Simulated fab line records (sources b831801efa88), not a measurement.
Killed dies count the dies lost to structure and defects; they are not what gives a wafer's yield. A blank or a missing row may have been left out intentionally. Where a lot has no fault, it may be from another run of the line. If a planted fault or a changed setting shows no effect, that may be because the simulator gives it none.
fab line records + flow sky130
record
- lots=6
- wafers=18
- lastDay=49
route steps=708 shown SD_N@344 PAD_OPEN@708
lots untouched by any fault: they come from a run of this same line in which no faults occurred
startH: start of the lot's first displayed wafer, in hours after the record's first day + waitH: how many hours have passed since the lot's step before this one + " as in the row above + L1.1+2: one row covering several wafers at once + - either no value or no given start + * or withheld: withheld + < > ~ a bound
route shown NAME@n: a module of which the file shows steps, and the number in the route of the first + usual: mean/standard deviation of fault-free wafers + same: alike in all rows + chamber/n: place in a boat + sites: per-site readings + _std_site: standard deviation of those values + _edge_site: the outer-site mean with the inner-site mean subtracted + radiusMm: how far each site lies from the wafer's centre + mask NAME#n: copy n + behind: tool/chamber where the wafer was last shaped + hold: what put the lot on hold/how long, in hours/how the hold closed + device: the n, p or np transistor that did not switch + end of line: the same wafers' tests at the end of the route + a step without rows: its recipe alone + killed: not the wafer's yield, but the dies lost to structure and defects at the first sort + map: dies across one wafer; x = killed, . = not, _ = none there
set.NAME: the setting as run; set.NAME@STEP: as run at that earlier step + model.NAME: the simulator's own value behind a step, which no gauge read
lots seen at some steps along the route; tables by step, rows by wafer
services: when a tool's chamber went out of use (startH, in hours from the record's first day, below 0 if earlier), for how many hours, and the reason
## steps
# step SKY_SD_N_COAT_02
# recipe
- resist=NOVOLAK
- spinRpm=3000
- resistThkNm=1140
# step SKY_SD_N_SOFTBAKE_03
# recipe
- tempC=90
- timeS=60
- resist=NOVOLAK
# step SKY_SD_N_EXPOSE_04
# recipe
- maskId=NSDM
- na=0.6
- sourceShape=conventional
- sigmaOuter=0.6
- polarization=unpolarized
- targetCdNm=380
- doseMj=141
# step SKY_SD_N_PEB_05
# recipe
- tempC=withheld
- timeS=*
- resist=NOVOLAK
# step SKY_SD_N_DEVELOP_06
# recipe
- resist=NOVOLAK
- developer=TMAH
- developTimeS=60
- devTempC=23
# step SKY_SD_N_CD_MEAS_07
# recipe
- targetCdNm=380
# usual
- cdNm=380.1/2.1
| lot.wafer | tool     | chamber | startH | waitH | cdNm  |
|-----------|----------|---------|--------|-------|-------|
| L228.1    | cdSem-02 | -       | 639.39 | 0.1   | 381.0 |
| L228.4    | "        | -       | "      | "     | 381.7 |
| L228.5    | "        | -       | "      | "     | 383.2 |
| L229.2    | cdSem-01 | -       | 652.56 | 0.1   | 378.5 |
| L229.5    | "        | -       | "      | "     | 378.2 |
| L229.6    | "        | -       | "      | "     | 378.3 |
| L239.3    | cdSem-01 | -       | 738.52 | 0.1   | 380.8 |
| L239.4    | "        | -       | "      | "     | 381.4 |
| L239.5    | "        | -       | "      | "     | 378.1 |
| L241.3    | cdSem-01 | -       | 751.52 | 0.1   | 380.0 |
| L241.4    | "        | -       | "      | "     | 380.7 |
| L241.5    | "        | -       | "      | "     | 380.2 |
| L244.1    | cdSem-01 | -       | 763.63 | 0.1   | 379.4 |
| L244.4    | "        | -       | "      | "     | 377.2 |
| L244.5    | "        | -       | "      | "     | 378.9 |
| L250.1    | cdSem-01 | -       | 809.33 | 0.1   | 377.5 |
| L250.3    | "        | -       | "      | "     | 377.6 |
| L250.6    | "        | -       | "      | "     | 377.6 |
# step SKY_SD_N_OVL_MEAS_08
# usual
- SD_N_OVL=0.6/1.3
| lot.wafer | tool       | chamber | startH | waitH | SD_N_OVL[nm] |
|-----------|------------|---------|--------|-------|--------------|
| L228.1    | overlay-01 | -       | 639.51 | 0.1   | -0.6         |
| L228.4    | "          | -       | "      | "     | -2.1         |
| L228.5    | "          | -       | "      | "     | 0.2          |
| L229.2    | overlay-01 | -       | 652.66 | 0.1   | 0.4          |
| L229.5    | "          | -       | "      | "     | 1.0          |
| L229.6    | "          | -       | "      | "     | -1.0         |
| L239.3    | overlay-02 | -       | 738.62 | 0.1   | 1.2          |
| L239.4    | "          | -       | "      | "     | 0.4          |
| L239.5    | "          | -       | "      | "     | 0.7          |
| L241.3    | overlay-01 | -       | 751.62 | 0.1   | 1.2          |
| L241.4    | "          | -       | "      | "     | 1.1          |
| L241.5    | "          | -       | "      | "     | 0.0          |
| L244.1    | overlay-01 | -       | 763.75 | 0.1   | -0.1         |
| L244.4    | "          | -       | "      | "     | 1.7          |
| L244.5    | "          | -       | "      | "     | -2.2         |
| L250.1    | overlay-01 | -       | 809.45 | 0.1   | -0.2         |
| L250.3    | "          | -       | "      | "     | 0.5          |
| L250.6    | "          | -       | "      | "     | -1.5         |
# step SKY_SD_N_IMPLANT_09
# recipe
- species=As
- energyKev=50.81
- doseCm2=4e+15
- tiltDeg=0
# step SKY_SD_N_IMPLANT_10
# recipe
- species=P
- energyKev=20
- doseCm2=1e+14
- tiltDeg=0
# step SKY_SD_N_STRIP_11
# recipe
- chemistry=O2/N2
- powerW=1400
- pressureMtorr=1500
- platenTempC=withheld
- o2FlowSccm=3000
- n2FlowSccm=300
- overashFraction=0.5
# usual
- drypumpMotorCurrentA=5.7/0.58
- n2FlowSccm=300.0/0.94
- oesProductAu=0.525/0.0045
- stripTimeToEndpointS=22.69/0.037
| lot.wafer | tool           | chamber | startH | waitH | drypumpMotorCurrentA | n2FlowSccm | oesProductAu | rfHoursCounterH | stripTimeToEndpointS |
|-----------|----------------|---------|--------|-------|----------------------|------------|--------------|-----------------|----------------------|
| L228.1    | plasmaAsher-04 | 1       | 639.84 | 0.1   | 4.7                  | 299.9      | 0.524        | 93              | 22.71                |
| L228.4    | "              | 1       | "      | "     | 4.7                  | 300.2      | 0.533        | -               | 22.66                |
| L228.5    | "              | 0       | "      | "     | 6.7                  | 300.0      | 0.519        | -               | 22.69                |
| L229.2    | plasmaAsher-03 | 1       | 652.99 | 0.1   | 5.4                  | 300.1      | 0.524        | 23              | 22.67                |
| L229.5    | "              | 1       | "      | "     | 5.5                  | 299.3      | 0.523        | -               | 22.62                |
| L229.6    | "              | 0       | "      | "     | 5.8                  | 299.4      | 0.529        | -               | 22.66                |
| L239.3    | plasmaAsher-03 | 0       | 738.97 | 0.1   | 5.8                  | 299.8      | 0.530        | -               | 22.71                |
| L239.4    | "              | 1       | "      | "     | 5.5                  | 299.9      | 0.533        | -               | 22.68                |
| L239.5    | "              | 1       | "      | "     | 5.4                  | 300.2      | 0.528        | -               | 22.69                |
| L241.3    | plasmaAsher-01 | 0       | 751.97 | 0.1   | 5.2                  | 300.0      | 0.527        | -               | 22.68                |
| L241.4    | "              | 1       | "      | "     | 6.2                  | 299.7      | 0.529        | -               | 22.69                |
| L241.5    | "              | 0       | "      | "     | 5.2                  | 300.2      | 0.531        | -               | 22.73                |
| L244.1    | plasmaAsher-01 | 0       | 764.09 | 0.1   | 5.2                  | 300.0      | 0.523        | 62              | 22.73                |
| L244.4    | "              | 0       | "      | "     | 5.2                  | 299.8      | 0.531        | -               | 22.71                |
| L244.5    | "              | 0       | "      | "     | 5.2                  | 301.4      | 0.527        | -               | 22.73                |
| L250.1    | plasmaAsher-01 | 1       | 809.79 | 0.1   | 6.2                  | 300.6      | 0.520        | 67              | 22.73                |
| L250.3    | "              | 0       | "      | "     | 5.2                  | 298.9      | 0.528        | -               | 22.72                |
| L250.6    | "              | 0       | "      | "     | 5.2                  | 299.5      | 0.523        | -               | 22.72                |
# step SKY_SD_N_TW_MEAS_12
# usual
- SD_N_TW=3972/23
| lot.wafer | tool         | chamber | startH | waitH | SD_N_TW |
|-----------|--------------|---------|--------|-------|---------|
| L228.1    | filmMetro-01 | -       | 639.94 | 0.1   | 4020    |
| L228.4    | "            | -       | "      | "     | 4010    |
| L228.5    | "            | -       | "      | "     | 4018    |
| L229.2    | filmMetro-01 | -       | 653.10 | 0.1   | 4002    |
| L229.5    | "            | -       | "      | "     | 3996    |
| L229.6    | "            | -       | "      | "     | 3980    |
| L239.3    | filmMetro-01 | -       | 739.06 | 0.1   | 3997    |
| L239.4    | "            | -       | "      | "     | 3994    |
| L239.5    | "            | -       | "      | "     | 3991    |
| L241.3    | filmMetro-02 | -       | 752.06 | 0.1   | 3969    |
| L241.4    | "            | -       | "      | "     | 3970    |
| L241.5    | "            | -       | "      | "     | 3972    |
| L244.1    | filmMetro-01 | -       | 764.19 | 0.1   | 3980    |
| L244.4    | "            | -       | "      | "     | 3985    |
| L244.5    | "            | -       | "      | "     | 3999    |
| L250.1    | filmMetro-04 | -       | 809.89 | 0.1   | 3943    |
| L250.3    | "            | -       | "      | "     | 3948    |
| L250.6    | "            | -       | "      | "     | 3930    |
# step SKY_SD_N_CLEAN_13
# recipe
- chemistry=SC1/SC2
- mix=1:4:20
- tempC=70
- timeS=150
- dry=n2Spin
# step SKY_SD_N_RTA_14
# recipe
- tempC=1075
- timeS=2
- idleTempC=650
- rampUpCPerS=150
- rampDownCPerS=90
- ambient=N2
# usual
- annealTempCMax=1079.4/1.4
- lampPowerPct=15.73/0.049
- rampDownCPerS=90.001/0.015
- wafer_temp_C_max=1078.1/1.3
| lot.wafer | tool         | chamber | startH | waitH | annealTempCMax | lampPowerPct | rampDownCPerS | wafer_temp_C_max |
|-----------|--------------|---------|--------|-------|----------------|--------------|---------------|------------------|
| L228.1    | rtpAnneal-02 | 0       | 640.06 | 0.0   | 1079.5         | 15.74        | 90.008        | 1077.4           |
| L228.4    | "            | 0       | "      | "     | 1081.9         | 15.77        | 89.990        | 1078.1           |
| L228.5    | "            | 0       | "      | "     | 1079.3         | 15.71        | 90.002        | 1078.5           |
| L229.2    | rtpAnneal-01 | 0       | 653.21 | 0.0   | 1078.1         | 15.82        | 89.976        | 1077.6           |
| L229.5    | "            | 0       | "      | "     | 1079.9         | 15.75        | 90.027        | 1078.7           |
| L229.6    | "            | 0       | "      | "     | 1077.8         | 15.70        | 90.004        | 1076.6           |
| L239.3    | rtpAnneal-01 | 0       | 739.17 | 0.0   | 1077.2         | 15.80        | 35.995        | 1078.4           |
| L239.4    | "            | 0       | "      | "     | 1077.8         | 15.75        | 35.961        | 1078.5           |
| L239.5    | "            | 0       | "      | "     | 1077.8         | 15.73        | 36.008        | 1077.1           |
| L241.3    | rtpAnneal-01 | 0       | 752.17 | 0.0   | 1077.4         | 15.71        | 35.990        | 1076.1           |
| L241.4    | "            | 0       | "      | "     | 1078.1         | 15.77        | 36.006        | 1077.8           |
| L241.5    | "            | 0       | "      | "     | 1078.1         | 15.70        | 36.017        | 1079.7           |
| L244.1    | rtpAnneal-02 | 0       | 764.30 | 0.0   | 1080.7         | 15.68        | 90.000        | 1078.7           |
| L244.4    | "            | 0       | "      | "     | 1079.1         | 15.78        | 89.994        | 1076.0           |
| L244.5    | "            | 0       | "      | "     | 1082.0         | 15.65        | 90.021        | 1078.6           |
| L250.1    | rtpAnneal-02 | 0       | 810.00 | 0.0   | 1080.8         | 15.68        | 90.006        | 1080.0           |
| L250.3    | "            | 0       | "      | "     | 1080.4         | 15.76        | 90.017        | 1077.4           |
| L250.6    | "            | 0       | "      | "     | 1082.9         | 15.73        | 90.020        | 1078.1           |
# step SKY_PAD_OPEN_PROBE_99
# usual
- killed_at_M0_to_M3=44/6.6
- killed_at_M4_up=2.9/1.8
- killedAtContacts=24/4.8
- killedAtFrontEnd=15/4.5
- killedAtOther=0.3/0.64
- killedDies=86/8.7
- killedOpen=47/6.5
- killedShort=39/5.8
# same
- grossDies=492
- killedAtBackSide=0
| lot.wafer | tool      | chamber | startH  | waitH | killed_at_M0_to_M3 | killed_at_M4_up | killedAtContacts | killedAtFrontEnd | killedAtOther | killedDies | killedOpen | killedShort | model.etest.resXhighPo.lineOhmUm | model.etest.resXhighPo.rsOhmSq | model.etest.resPdiff.lineOhmUm | model.etest.resHighPo.lineOhmUm | model.etest.liconPdiff.rcOhm | model.etest.liconHighPo.rcOhm | model.etest.resHighPo.rsOhmSq | model.etest.pfet_01v8.driveUaUm |
|-----------|-----------|---------|---------|-------|--------------------|-----------------|------------------|------------------|---------------|------------|------------|-------------|----------------------------------|--------------------------------|--------------------------------|---------------------------------|------------------------------|-------------------------------|-------------------------------|---------------------------------|
| L228.1    | prober-01 | -       | 1071.98 | 0.1   | 40                 | 3               | 32               | 11               | 0             | 86         | 51         | 35          | 5569                             | 1936                           | 1372                           | 752.1                           | 585.4                        | 359.8                         | 262.6                         | 205.6                           |
| L228.4    | prober-01 | -       | 1072.13 | 0.2   | 39                 | 2               | 23               | 29               | 0             | 93         | 49         | 44          | 5572                             | 1970                           | 1365                           | 767.2                           | 620.9                        | 345.8                         | 262.2                         | 199.2                           |
| L228.5    | prober-01 | -       | 1072.18 | 0.2   | 41                 | 5               | 15               | 18               | 0             | 79         | 37         | 42          | 5677                             | 1995                           | 1386                           | 760.8                           | 565.7                        | 348.9                         | 265.7                         | 193.9                           |
| L229.2    | prober-02 | -       | 1076.40 | 0.1   | 41                 | 4               | 19               | 18               | 1             | 83         | 41         | 41          | 5570                             | 1928                           | 1392                           | 724.1                           | 582.9                        | 344.9                         | 257                           | 191.1                           |
| L229.5    | prober-02 | -       | 1076.55 | 0.2   | 57                 | 1               | 18               | 16               | 0             | 92         | 54         | 38          | 5562                             | 1917                           | 1357                           | 728.7                           | 579.4                        | 347.7                         | 257.4                         | 190.6                           |
| L229.6    | prober-02 | -       | 1076.60 | 0.2   | 42                 | 2               | 29               | 12               | 1             | 86         | 37         | 48          | 5681                             | 1983                           | 1373                           | 755.1                           | 553.8                        | 330.9                         | 263.2                         | 194.1                           |
| L239.3    | prober-02 | -       | 1143.16 | 0.2   | 51                 | 6               | 24               | 24               | 0             | 105        | 57         | 48          | 5126                             | 1787                           | 1302                           | 730.8                           | 624.5                        | 330.5                         | 253.6                         | 202.8                           |
| L239.4    | prober-02 | -       | 1143.21 | 0.2   | 54                 | 3               | 18               | 19               | 1             | 95         | 55         | 40          | 5229                             | 1816                           | 1289                           | 728.6                           | 624.7                        | 308.1                         | 253.5                         | 207.3                           |
| L239.5    | prober-02 | -       | 1143.26 | 0.2   | 47                 | 1               | 31               | 13               | 0             | 92         | 51         | 41          | 5124                             | 1790                           | 1284                           | 719.2                           | 636.3                        | 308.9                         | 250.9                         | 202.1                           |
| L241.3    | prober-02 | -       | 1149.18 | 0.2   | 44                 | 0               | 19               | 20               | 0             | 83         | 47         | 35          | 5013                             | 1776                           | 1335                           | 692.7                           | 618.9                        | 312.8                         | 246                           | 197.4                           |
| L241.4    | prober-02 | -       | 1149.23 | 0.2   | 43                 | 2               | 21               | 12               | 0             | 78         | 52         | 25          | 5287                             | 1831                           | 1304                           | 730.3                           | 629.6                        | 328.2                         | 251.8                         | 203.7                           |
| L241.5    | prober-02 | -       | 1149.28 | 0.2   | 40                 | 1               | 29               | 14               | 0             | 84         | 51         | 32          | 5146                             | 1784                           | 1266                           | 717.1                           | 626.8                        | 325.1                         | 249.2                         | 205.1                           |
| L244.1    | prober-01 | -       | 1159.90 | 0.1   | 47                 | 1               | 17               | 12               | 0             | 77         | 38         | 39          | 5694                             | 2007                           | 1346                           | 742.3                           | 633.8                        | 359.2                         | 262.1                         | 187.7                           |
| L244.4    | prober-01 | -       | 1160.05 | 0.2   | 48                 | 4               | 26               | 15               | 1             | 94         | 50         | 42          | 5781                             | 2001                           | 1370                           | 749                             | 609.6                        | 359                           | 264.9                         | 198.6                           |
| L244.5    | prober-01 | -       | 1160.10 | 0.2   | 38                 | 3               | 21               | 19               | 0             | 81         | 39         | 41          | 5520                             | 1936                           | 1358                           | 728.3                           | 605.3                        | 362.1                         | 256.5                         | 190.8                           |
| L250.1    | prober-01 | -       | 1186.76 | 0.1   | 41                 | 4               | 25               | 22               | 1             | 93         | 55         | 37          | 5744                             | 2043                           | 1361                           | 748.7                           | 564.2                        | 335.1                         | 261.5                         | 196                             |
| L250.3    | prober-01 | -       | 1186.86 | 0.2   | 36                 | 4               | 21               | 21               | 0             | 82         | 42         | 35          | 5781                             | 2017                           | 1321                           | 756.8                           | 589.2                        | 350.7                         | 263                           | 200.4                           |
| L250.6    | prober-01 | -       | 1187.01 | 0.2   | 53                 | 3               | 16               | 13               | 0             | 85         | 48         | 36          | 5638                             | 1961                           | 1370                           | 741.7                           | 589.5                        | 337.3                         | 257                           | 193.1                           |
# killed by level:class
L228.1 CONTACT:geometricParticle:open=14 VIA1:geometricParticle:open=10 LI_CONTACT:geometricParticle:open=8 VIA3:geometricParticle:open=7 METAL1:geometricParticle:short=7 CONTACT:geometricParticle:short=4 VIA2:geometricParticle:open=4 VIA3:geometricParticle:short=4
L228.4 CONTACT:geometricParticle:open=10 VIA1:geometricParticle:open=9 FIELD_ISO:geometricParticle:open=7 LI_CONTACT:geometricParticle:open=7 FIELD_ISO:geometricParticle:short=5 LOCAL_INTERCONNECT:geometricParticle:short=5 VIA2:geometricParticle:open=5 VIA1:geometricParticle:short=5
L228.5 VIA3:geometricParticle:open=10 CONTACT:geometricParticle:short=6 VIA1:geometricParticle:open=6 VIA2:geometricParticle:open=6 FIELD_ISO:geometricParticle:short=5 METAL2:geometricParticle:short=5 CONTACT:geometricParticle:open=4 VIA1:geometricParticle:short=4
L229.2 LI_CONTACT:geometricParticle:open=8 VIA2:geometricParticle:open=8 FIELD_ISO:geometricParticle:short=6 POLY_GATE:geometricParticle:open=6 METAL3:geometricParticle:short=6 VIA2:geometricParticle:short=5 CONTACT:geometricParticle:short=4 VIA1:geometricParticle:open=4
L229.5 VIA2:geometricParticle:open=13 VIA1:geometricParticle:open=12 FIELD_ISO:geometricParticle:open=8 CONTACT:geometricParticle:open=8 VIA2:geometricParticle:short=5 METAL1:geometricParticle:short=5 VIA1:geometricParticle:short=5 METAL2:geometricParticle:short=5
L229.6 CONTACT:geometricParticle:open=13 CONTACT:geometricParticle:short=8 VIA1:geometricParticle:open=8 METAL2:geometricParticle:short=7 VIA2:geometricParticle:open=7 METAL1:geometricParticle:short=6 VIA1:geometricParticle:short=6 FIELD_ISO:geometricParticle:short=4
L239.3 CONTACT:geometricParticle:open=10 VIA3:geometricParticle:open=9 FIELD_ISO:geometricParticle:short=8 VIA1:geometricParticle:open=8 FIELD_ISO:geometricParticle:open=7 VIA2:geometricParticle:open=7 VIA1:geometricParticle:short=6 CONTACT:geometricParticle:short=6
L239.4 VIA1:geometricParticle:open=23 CONTACT:geometricParticle:open=10 FIELD_ISO:geometricParticle:short=7 VIA3:geometricParticle:open=6 FIELD_ISO:geometricParticle:open=5 VIA1:geometricParticle:short=5 POLY_GATE:geometricParticle:short=4 METAL1:geometricParticle:short=4
L239.5 VIA1:geometricParticle:open=15 CONTACT:geometricParticle:open=9 LI_CONTACT:geometricParticle:open=8 CONTACT:geometricParticle:short=7 VIA1:geometricParticle:short=6 METAL1:geometricParticle:short=6 VIA3:geometricParticle:open=6 POLY_GATE:geometricParticle:short=5
L241.3 VIA1:geometricParticle:open=8 VIA1:geometricParticle:short=7 VIA2:geometricParticle:open=7 LI_CONTACT:geometricParticle:open=6 CONTACT:geometricParticle:open=6 METAL1:geometricParticle:short=6 VIA3:geometricParticle:open=5 POLY_GATE:geometricParticle:open=4
L241.4 VIA1:geometricParticle:open=17 LI_CONTACT:geometricParticle:open=10 CONTACT:geometricParticle:open=7 VIA3:geometricParticle:open=6 METAL1:geometricParticle:short=5 VIA2:geometricParticle:open=4 POLY_GATE:geometricParticle:short=3 METAL1:geometricParticle:open=3
L241.5 CONTACT:geometricParticle:open=9 LI_CONTACT:geometricParticle:open=8 VIA1:geometricParticle:open=8 VIA3:geometricParticle:open=7 VIA1:geometricParticle:short=5 METAL2:geometricParticle:short=5 POLY_GATE:geometricParticle:open=4 LOCAL_INTERCONNECT:geometricParticle:short=4
L244.1 VIA1:geometricParticle:open=9 METAL1:geometricParticle:short=9 VIA2:geometricParticle:open=7 CONTACT:geometricParticle:short=5 VIA3:geometricParticle:open=5 LOCAL_INTERCONNECT:geometricParticle:short=4 VIA3:geometricParticle:short=4 LI_CONTACT:geometricParticle:open=3
L244.4 VIA1:geometricParticle:open=14 VIA3:geometricParticle:open=9 LI_CONTACT:geometricParticle:open=8 METAL2:geometricParticle:short=6 LOCAL_INTERCONNECT:geometricParticle:short=6 CONTACT:geometricParticle:open=5 METAL1:geometricParticle:short=5 FIELD_ISO:geometricParticle:open=4
L244.5 VIA1:geometricParticle:open=7 LI_CONTACT:geometricParticle:open=6 LOCAL_INTERCONNECT:geometricParticle:short=6 POLY_GATE:geometricParticle:short=5 CONTACT:geometricParticle:open=5 VIA1:geometricParticle:short=5 POLY_GATE:geometricParticle:open=4 METAL1:geometricParticle:short=4
L250.1 VIA1:geometricParticle:open=14 FIELD_ISO:geometricParticle:short=9 CONTACT:geometricParticle:open=9 VIA2:geometricParticle:open=8 CONTACT:geometricParticle:short=7 LI_CONTACT:geometricParticle:open=6 METAL2:geometricParticle:short=4 POLY_GATE:geometricParticle:open=4
L250.3 VIA1:geometricParticle:open=10 CONTACT:geometricParticle:open=9 VIA2:geometricParticle:open=9 POLY_GATE:geometricParticle:short=4 CONTACT:geometricParticle:short=4 METAL2:geometricParticle:short=4 NWELL:coatMicrobubblePrinted=4 FIELD_ISO:geometricParticle:short=3
L250.6 VIA1:geometricParticle:open=11 VIA3:geometricParticle:open=11 VIA1:geometricParticle:short=6 METAL2:geometricParticle:short=6 CONTACT:geometricParticle:open=5 METAL1:geometricParticle:short=5 VIA2:geometricParticle:open=5 LI_CONTACT:geometricParticle:open=4
## services
| tool           | chamber | startH | hours | kind      |
|----------------|---------|--------|-------|-----------|
| plasmaAsher-01 | -       | 667.50 | 5.7   | repair    |
| rtpAnneal-01   | -       | 702.02 | 0.8   | repair    |
| plasmaAsher-04 | -       | 733.75 | 9.0   | pm        |
| plasmaAsher-04 | 0       | 733.75 | 9.0   | ventCycle |
| plasmaAsher-04 | 1       | 733.75 | 9.0   | ventCycle |
| plasmaAsher-04 | 0       | 742.75 | -     | clean     |
| plasmaAsher-04 | 1       | 742.75 | -     | clean     |
| plasmaAsher-04 | -       | 744.85 | 21.2  | pm        |
| plasmaAsher-01 | -       | 800.76 | 2.8   | pm        |
## key
firstSign
- step=SKY_SD_N_RTA_14
- reading=rampDownCPerS
- direction=down
- sigmas=99+
- usual=90.001
- struck=35.996
effect none on later readings
modelEffect
- step=SKY_PAD_OPEN_PROBE_99
- value=etest.resXhighPo.lineOhmUm
- without=5680
- struck=5154
metAt SKY_SD_N_RTA_14
struckWafers L239.3,L239.4,L239.5,L241.3,L241.4,L241.5
testerLeftOut L239,L241
onsetBetween 653.21 739.17
fault
- kind=processParameterDrift
- tool=rtpAnneal-01
- chamber=-
- onsetH=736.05
- steps=SKY_SD_N_RTA_14
- channel=rampDownCPerS
- offset=-54
- shape=step
- endH=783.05
- actsIn=theseRecipesOnly
- stated=90
# testerLeftOut: of these lots the tester's yield and bins aren't shown, on N5 and GAA mostly nor the transistor test; their killed dies are dies lost to structure and defects alone, not to doping, threshold or leakage, so they don't give the yield
